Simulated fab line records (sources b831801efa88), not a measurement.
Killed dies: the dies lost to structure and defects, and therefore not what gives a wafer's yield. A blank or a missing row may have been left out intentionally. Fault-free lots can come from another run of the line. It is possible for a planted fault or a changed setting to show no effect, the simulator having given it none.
Code-filled problem report in 8D (eight disciplines) form | flow gf180mcu | the parts of the form that need people (team, actions taken, sign-off) are left out

== 1. THE ISSUE ==
Mean of beamEnergyKeV at GF_NSD_IMPLANT_09: 59.285 across 6 wafers in 2 lots; on wafers with no fault it is 60.006 (standard deviation 0.018). Measured from the usual mean, that is -40 standard deviations.
First seen on wafer L840.3, day 16 20:05, on implanter-02. Wafers with a number at this step in the record: 42, from 14 lots. By rule, "out" or "out of limits" means more than 4 standard deviations away from the usual mean. All remaining wafers that have a number are taken as sound.

== 2. WHAT IT IS, WHAT IT ISN'T ==
question                    | is                     | is not
which readings at this step | beamEnergyKeV          | -
which lots                  | L840, L844             | L830, L831, L832, L834, L835, L836, L839, L847, L849, L850, L851, L852
which wafers of those lots  | all that have a number | -
read on which tools         | implanter-02           | implanter-01, implanter-04
when                        | from day 16 20:05      | up to then (21 sound wafers); but 15 sound wafers of L847, L849, L850, L851, L852 came after

== 3. WHAT RULES OUT EACH SUSPECT ==
Counting: a tool at a process step up to the reading stays a suspect if it ran every lot that is out and no sound lot after the first of them.
- plasmaAsher-04 at GF_NWELL_STRIP_10 (strips in O2/N2): ruled out as a lasting fault. Sound lots L847 ran on it after its first lot that is out, L840 (day 5 16:09).
- implanter-02 at GF_NSD_IMPLANT_09: ruled out as a lasting fault. Sound lots L852 ran on it after its first lot that is out, L840 (day 16 20:05).
Left after counting: nothing in the record.

== 4. THE CAUSE (what the simulator had put in) ==
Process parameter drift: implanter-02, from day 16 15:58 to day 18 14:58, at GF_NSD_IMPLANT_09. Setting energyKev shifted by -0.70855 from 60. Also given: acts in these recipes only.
Counting ruled it out, wrongly.

== 5. THE EFFECT CHAIN, in route order ==
Each row: a reading where the mean over the struck wafers with a number is more than 3 standard deviations away from the usual. Readings are gone through only where the record gives a usual standard deviation; hours: the median, over the lots, of the time from a lot's start at the first step in this table giving one to that lot's start at this step; sigmas: the change measured in usual standard deviations.
hours | step              | reading       | usual  | on struck wafers | change | sigmas
0     | GF_NSD_IMPLANT_09 | beamEnergyKeV | 60.006 | 59.285           | -0.721 | -40
Process steps it contains:
- GF_NSD_IMPLANT_09
Later steps that measure or inspect, where all struck wafers having a row at the step show a number for every such reading and not one has moved that far: GF_M2_THK_MEAS_06.

== 6. WHAT WOULD HAVE CAUGHT IT SOONER ==
In this record no reading fell out of limits until day 16 20:05, 4 hours after the fault had begun at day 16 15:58.
